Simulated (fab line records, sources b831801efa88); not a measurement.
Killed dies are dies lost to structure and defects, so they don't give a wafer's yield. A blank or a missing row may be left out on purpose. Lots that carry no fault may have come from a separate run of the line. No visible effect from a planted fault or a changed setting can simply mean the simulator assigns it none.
fab line records | flow gf180mcu
[record] lots = 5 wafers = 15 last_day = 33
route steps=602 shown LVPWELL@58 MVSD@66 MVPSD@78 VT_IMPLANT@90
lots untouched by any fault: they come from a run of this same line in which no faults occurred
start_h: the number of hours between the record's first day and the start of the first shown wafer of the lot | wait_h: how many hours have passed since the lot's step before this one | " as in the row above | L1.1+2: several wafers, shown together as one row | - no value, or no start given | * or withheld: withheld | < > ~ a bound
route shown NAME@n: names a module that has steps shown in the file, with the first one's number in the route | usual: mean/standard deviation of fault-free wafers | same: alike in all rows | chamber/n: place in a boat | sites: the reading at each site | _std_site: their standard deviation | _edge_site: mean of outer sites minus mean of inner sites | radius_mm: for every site, how far away it sits from the centre of the wafer | mask NAME#n: copy n | behind: the last tool/chamber to shape the wafer | hold: the reason the lot was held/the length of the hold in hours/how it ended | device: which transistor (n, p or np) failed to switch | end of line: the route-end tests of the same wafers | a step given without rows: its recipe and nothing more | killed: the dies lost at the first sort to structure and to defects; this is not the yield of the wafer | map: per-die view of a wafer (x killed, . not killed, _ where there is no die)
set.NAME: setting as actually run; set.NAME@STEP: the setting as run at that earlier step | model.NAME: the simulator's own value behind a step, which no gauge read
lots at selected steps of the route; one table per step, one row per wafer
services: when a tool's chamber went out of use (start_h, in hours from the record's first day, below 0 if earlier), for how many hours, and the reason
[[steps]]
[step GF_LVPWELL_EXPOSE_04]
[recipe] mask_id = LVPWELL target_cd_nm = 600 na = 0.6 source_shape = conventional sigma_outer = 0.6 dose_mj = 260
[step GF_LVPWELL_PEB_05]
[recipe] temp_c = 115 time_s = withheld
[step GF_LVPWELL_DEVELOP_06]
[recipe] wall_angle_deg = 90 develop_time_s = 60 dev_temp_c = 23.56
[step GF_LVPWELL_OVL_MEAS_07]
[usual] LVPWELL_OVL = 0.7/1.2
// columns lot.wafer tool chamber start_h wait_h LVPWELL_OVL[nm]
L146.2 overlay-01 - 96.80 - -1.2
L146.3 " - " " 0.6
L146.5 " - " " 0.6
L148.2 overlay-02 - 112.00 - -0.2
L148.4 " - " " 1.7
L148.6 " - " " -0.2
L157.1 overlay-02 - 163.09 - 0.4
L157.4 " - " " 1.1
L157.6 " - " " -1.2
L159.3 overlay-02 - 169.26 - 0.9
L159.4 " - " " -1.2
L159.5 " - " " 1.1
L162.1 overlay-01 - 191.19 - 3.0
L162.3 " - " " 2.1
L162.6 " - " " 2.7
[step GF_LVPWELL_IMPLANT_08]
[recipe] species = B energy_kev = 170 dose_cm2 = 1.5e+13 tilt_deg = 0
[step GF_LVPWELL_IMPLANT_09]
[recipe] species = B energy_kev = 60 dose_cm2 = 5e+12 tilt_deg = 0
[step GF_LVPWELL_STRIP_10]
[recipe] chemistry = O2/N2 power_w = 1400 pressure_mtorr = 1500 platen_temp_c = 250 o2_flow_sccm = 3000 n2_flow_sccm = 300 overash_fraction = 0.5
[usual] drypump_motor_current_A = 5.9/0.5 heater_power_w = 318/18 oes_product_au = 0.723/0.0049 platen_temp_c = 250.03/0.18 strip_time_to_endpoint_s = 36.92/0.099
// columns lot.wafer tool chamber start_h wait_h drypump_motor_current_A heater_power_w oes_product_au platen_temp_c rf_hours_counter_h strip_time_to_endpoint_s
L146.2 plasma_asher-02 0 97.13 0.1 5.6 308 0.724 250.14 43 36.92
L146.3 " 1 " " 6.5 310 0.721 249.96 - 36.96
L146.5 " 0 " " 5.7 307 0.722 250.14 - 36.87
L148.2 plasma_asher-03 0 112.33 0.1 5.8 318 0.725 250.01 31 36.87
L148.4 " 1 " " 6.8 357 0.731 249.96 - 36.93
L148.6 " 1 " " 6.8 358 0.725 249.99 - 36.84
L157.1 plasma_asher-04 0 163.43 0.1 5.5 312 0.728 250.04 5 36.93
L157.4 " 0 " " 5.5 298 0.729 250.07 - 37.01
L157.6 " 1 " " 5.5 320 0.722 250.00 - 36.91
L159.3 plasma_asher-02 0 169.61 0.1 5.6 310 0.732 249.92 - 36.84
L159.4 " 1 " " 6.5 308 0.719 250.04 - 36.86
L159.5 " 0 " " 5.7 302 0.716 250.31 - 36.65
L162.1 plasma_asher-02 0 191.53 0.1 5.7 305 0.724 250.01 52 36.89
L162.3 " 0 " " 5.7 313 0.724 250.08 - 36.77
L162.6 " 1 " " 6.4 309 0.731 250.08 - 36.82
[step GF_LVPWELL_TW_MEAS_11]
[usual] LVPWELL_TW = 560/5.6
// columns lot.wafer tool chamber start_h wait_h LVPWELL_TW
L146.2 film_metro-03 - 97.24 0.1 567
L146.3 " - " " 567
L146.5 " - " " 564
L148.2 film_metro-01 - 112.44 0.1 561
L148.4 " - " " 558
L148.6 " - " " 557
L157.1 film_metro-03 - 163.53 0.1 564
L157.4 " - " " 566
L157.6 " - " " 561
L159.3 film_metro-01 - 169.70 0.1 558
L159.4 " - " " 555
L159.5 " - " " 556
L162.1 film_metro-03 - 191.63 0.1 561
L162.3 " - " " 560
L162.6 " - " " 561
[step GF_MVSD_DEHYDRATE_00]
[recipe] temp_c = 200 time_s = 60
[step GF_MVSD_HMDS_01]
[recipe] prime_time_s = 60 prime_temp_c = 120
[step GF_MVSD_COAT_02]
[recipe] spin_rpm = 2000 resist_thk_nm = 3000
[step GF_MVSD_SOFTBAKE_03]
[recipe] temp_c = 110 time_s = withheld
[step GF_MVSD_EXPOSE_04]
[recipe] mask_id = MVSD target_cd_nm = 1000 na = 0.6 source_shape = conventional sigma_outer = 0.6 dose_mj = 260
[usual] focus_offset_nm = 0.0/0.51
// columns lot.wafer tool chamber start_h wait_h mask focus_offset_nm
L146.2 iline_stepper-02 0 104.35 - MVSD#0 -0.2
L146.3 " 0 " " MVSD#0 0.3
L146.5 " 0 " " MVSD#0 -0.1
L148.2 iline_stepper-02 0 119.05 - MVPSD#0 0.5
L148.4 " 0 " " MVPSD#0 0.5
L148.6 " 0 " " MVPSD#0 0.2
L157.1 iline_stepper-02 0 171.74 - MVSD#0 -0.7
L157.4 " 0 " " MVSD#0 -0.5
L157.6 " 0 " " MVSD#0 -0.4
L159.3 iline_stepper-02 0 177.11 - MVSD#0 0.1
L159.4 " 0 " " MVSD#0 0.3
L159.5 " 0 " " MVSD#0 -0.1
L162.1 iline_stepper-02 0 199.85 - MVSD#0 -0.5
L162.3 " 0 " " MVSD#0 -0.7
L162.6 " 0 " " MVSD#0 0.5
[step GF_MVSD_PEB_05]
[recipe] temp_c = 115 time_s = withheld
[step GF_MVSD_DEVELOP_06]
[recipe] wall_angle_deg = 90 develop_time_s = 60 dev_temp_c = 23
[step GF_MVSD_OVL_MEAS_07]
[usual] MVSD_OVL = 0.6/1.5
// columns lot.wafer tool chamber start_h wait_h MVSD_OVL[nm]
L146.2 overlay-01 - 111.44 - 3.1
L146.3 " - " " 3.0
L146.5 " - " " 1.6
L148.2 overlay-01 - 126.40 - -
L148.4 " - " " -
L148.6 " - " " -
L157.1 overlay-01 - 179.35 - 2.2
L157.4 " - " " 2.9
L157.6 " - " " 0.7
L159.3 overlay-01 - 186.01 - 3.1
L159.4 " - " " 2.4
L159.5 " - " " 3.0
L162.1 overlay-02 - 208.34 - -0.3
L162.3 " - " " 0.0
L162.6 " - " " 1.0
[step GF_MVSD_IMPLANT_08]
[recipe] species = P energy_kev = 400 dose_cm2 = 1.6e+13 tilt_deg = 0
[step GF_MVSD_IMPLANT_09]
[recipe] species = P energy_kev = 100 dose_cm2 = 5e+12 tilt_deg = 0
[step GF_MVSD_STRIP_10]
[recipe] chemistry = O2/N2 power_w = 1400 pressure_mtorr = 1500 platen_temp_c = 250 o2_flow_sccm = 3000 n2_flow_sccm = 300 overash_fraction = 0.5
[usual] drypump_motor_current_A = 5.9/0.49 heater_power_w = 325/20 oes_product_au = 0.723/0.0049 platen_temp_c = 249.97/0.18 strip_time_to_endpoint_s = 36.97/0.08
// columns lot.wafer tool chamber start_h wait_h drypump_motor_current_A heater_power_w oes_product_au platen_temp_c rf_hours_counter_h strip_time_to_endpoint_s
L146.2 plasma_asher-03 1 111.77 0.1 6.8 351 0.710 249.78 31 36.98
L146.3 " 1 " " 6.8 353 0.724 249.92 - 36.85
L146.5 " 1 " " 6.8 350 0.716 249.92 - 36.94
L148.2 plasma_asher-01 0 126.73 0.1 5.7 317 0.721 249.72 49 37.08
L148.4 " 0 " " 5.7 313 0.717 250.14 - 37.06
L148.6 " 0 " " 5.8 323 0.727 249.78 - 37.05
L157.1 plasma_asher-03 0 179.69 0.1 5.8 307 0.727 250.05 38 36.99
L157.4 " 1 " " 6.8 357 0.721 250.19 - 36.98
L157.6 " 0 " " 5.8 310 0.727 249.98 - 36.82
L159.3 plasma_asher-03 0 186.36 0.1 5.8 314 0.716 249.78 - 36.93
L159.4 " 1 " " 6.8 359 0.724 249.82 - 36.97
L159.5 " 1 " " 6.8 356 0.729 250.07 - 37.01
L162.1 plasma_asher-02 1 208.68 0.1 6.5 305 0.719 250.29 54 36.97
L162.3 " 0 " " 5.7 314 0.726 249.94 - 36.93
L162.6 " 0 " " 5.7 310 0.727 249.89 - 36.97
[step GF_MVSD_TW_MEAS_11]
[usual] MVSD_TW = 1571/20
// columns lot.wafer tool chamber start_h wait_h MVSD_TW
L146.2 film_metro-02 - 111.88 0.1 1547
L146.3 " - " " 1545
L146.5 " - " " 1552
L148.2 film_metro-03 - 126.84 0.1 30
L148.4 " - " " 30
L148.6 " - " " 30
L157.1 film_metro-01 - 179.79 0.1 1572
L157.4 " - " " 1571
L157.6 " - " " 1568
L159.3 film_metro-02 - 186.45 0.1 1548
L159.4 " - " " 1550
L159.5 " - " " 1548
L162.1 film_metro-02 - 208.78 0.1 1565
L162.3 " - " " 1564
L162.6 " - " " 1556
[step GF_MVPSD_DEHYDRATE_00]
[recipe] temp_c = 200 time_s = 60
[step GF_MVPSD_HMDS_01]
[recipe] prime_time_s = 60 prime_temp_c = 120
[step GF_MVPSD_COAT_02]
[recipe] spin_rpm = 2000 resist_thk_nm = 3000
[step GF_MVPSD_SOFTBAKE_03]
[recipe] temp_c = 110 time_s = withheld
[step GF_MVPSD_EXPOSE_04]
[recipe] mask_id = MVPSD target_cd_nm = 1000 na = 0.6 source_shape = conventional sigma_outer = 0.6 dose_mj = 260
[step GF_MVPSD_PEB_05]
[recipe] temp_c = 115 time_s = withheld
[step GF_MVPSD_DEVELOP_06]
[recipe] wall_angle_deg = 90 develop_time_s = 60 dev_temp_c = 23
[step GF_MVPSD_OVL_MEAS_07]
[usual] MVPSD_OVL = -0.1/1.3
// columns lot.wafer tool chamber start_h wait_h MVPSD_OVL[nm]
L146.2 overlay-02 - 126.00 - -1.7
L146.3 " - " " -1.1
L146.5 " - " " -2.2
L148.2 overlay-02 - 140.46 - -0.1
L148.4 " - " " 0.5
L148.6 " - " " 0.1
L157.1 overlay-01 - 196.28 - -1.3
L157.4 " - " " -0.7
L157.6 " - " " -0.7
L159.3 overlay-02 - 202.46 - 0.4
L159.4 " - " " -0.3
L159.5 " - " " -1.9
L162.1 overlay-02 - 226.05 - -2.0
L162.3 " - " " -0.9
L162.6 " - " " -2.1
[step GF_MVPSD_IMPLANT_08]
[recipe] species = B energy_kev = 170 dose_cm2 = 1.5e+13 tilt_deg = 0
[step GF_MVPSD_IMPLANT_09]
[recipe] species = B energy_kev = 40 dose_cm2 = 5e+12 tilt_deg = 0
[step GF_MVPSD_STRIP_10]
[recipe] chemistry = O2/N2 power_w = 1400 pressure_mtorr = 1500 platen_temp_c = 250 o2_flow_sccm = 3000 n2_flow_sccm = 300 overash_fraction = 0.5
[usual] drypump_motor_current_A = 5.8/0.51 heater_power_w = 330/20 oes_product_au = 0.723/0.0047 platen_temp_c = 249.97/0.18 strip_time_to_endpoint_s = 36.93/0.1
// columns lot.wafer tool chamber start_h wait_h drypump_motor_current_A heater_power_w oes_product_au platen_temp_c rf_hours_counter_h strip_time_to_endpoint_s
L146.2 plasma_asher-04 1 126.33 0.1 5.4 319 0.723 249.83 1 36.89
L146.3 " 0 " " 5.5 305 0.727 250.17 - 36.88
L146.5 " 0 " " 5.5 306 0.722 250.05 - 36.92
L148.2 plasma_asher-01 1 140.79 0.1 5.3 345 0.717 250.03 50 36.93
L148.4 " 0 " " 5.7 318 0.712 249.85 - 36.82
L148.6 " 1 " " 5.3 359 0.720 249.75 - 36.83
L157.1 plasma_asher-03 0 196.62 0.1 5.8 311 0.725 250.02 40 36.94
L157.4 " 1 " " 6.8 356 0.724 250.13 - 37.01
L157.6 " 0 " " 5.8 308 0.731 249.85 - 37.03
L159.3 plasma_asher-01 1 202.82 0.1 5.3 356 0.728 250.17 - 36.95
L159.4 " 0 " " 5.7 319 0.725 249.87 - 36.98
L159.5 " 0 " " 5.7 326 0.723 250.01 - 36.97
L162.1 plasma_asher-01 0 226.39 0.1 5.7 315 0.725 249.95 60 36.78
L162.3 " 1 " " 5.3 346 0.721 249.95 - 36.88
L162.6 " 1 " " 5.3 355 0.721 250.09 - 36.91
[step GF_MVPSD_TW_MEAS_11]
[usual] MVPSD_TW = 552/5.2
// columns lot.wafer tool chamber start_h wait_h MVPSD_TW
L146.2 film_metro-01 - 126.44 0.1 553
L146.3 " - " " 552
L146.5 " - " " 553
L148.2 film_metro-01 - 140.90 0.1 1598
L148.4 " - " " 1602
L148.6 " - " " 1600
L157.1 film_metro-02 - 196.72 0.1 543
L157.4 " - " " 548
L157.6 " - " " 548
L159.3 film_metro-01 - 202.91 0.1 548
L159.4 " - " " 547
L159.5 " - " " 548
L162.1 film_metro-02 - 226.49 0.1 541
L162.3 " - " " 541
L162.6 " - " " 543
[step GF_VT_IMPLANT_DEHYDRATE_00]
[recipe] temp_c = 200 time_s = 60
[[services]]
// columns tool chamber start_h hours kind
plasma_asher-03 - 98.06 2.1 repair
plasma_asher-04 - 108.75 9.0 pm
plasma_asher-04 0 108.75 9.0 vent_cycle
plasma_asher-04 1 108.75 9.0 vent_cycle
plasma_asher-04 0 117.75 - clean
plasma_asher-04 1 117.75 - clean
iline_stepper-02 0 124.83 - calibration
plasma_asher-04 - 212.70 17.5 pm
[[key]]
[first_sign] step = GF_MVSD_EXPOSE_04 reading = mask direction = changed
[effect] step = GF_MVSD_OVL_MEAS_07 reading = MVSD_OVL direction = missing
[effect] step = GF_MVSD_TW_MEAS_11 reading = MVSD_TW direction = down sigmas = 78 usual = 1571 struck = 30
[effect] step = GF_MVPSD_TW_MEAS_11 reading = MVPSD_TW direction = up sigmas = 99+ usual = 552 struck = 1600
met_at GF_MVSD_EXPOSE_04
struck_wafers L148.2,L148.4,L148.6
sort_left_out L148.2,L148.4,L148.6
tester_left_out L148
onset_between 104.35 119.05
[fault] kind = wrong_mask tool = any chamber = - onset_h = 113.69 steps = GF_MVSD_EXPOSE_04 aux_copy = MVPSD#0 scope = struck_lots_only
// tester_left_out: of these lots the tester's yield and bins aren't shown, on N5 and GAA mostly nor the transistor test; their killed dies are dies lost to structure and defects alone, not to doping, threshold or leakage, so they don't give the yield
// sort_left_out: the simulated sort isn't trusted on such a fault, so these wafers' sort isn't shown, and their yield isn't known
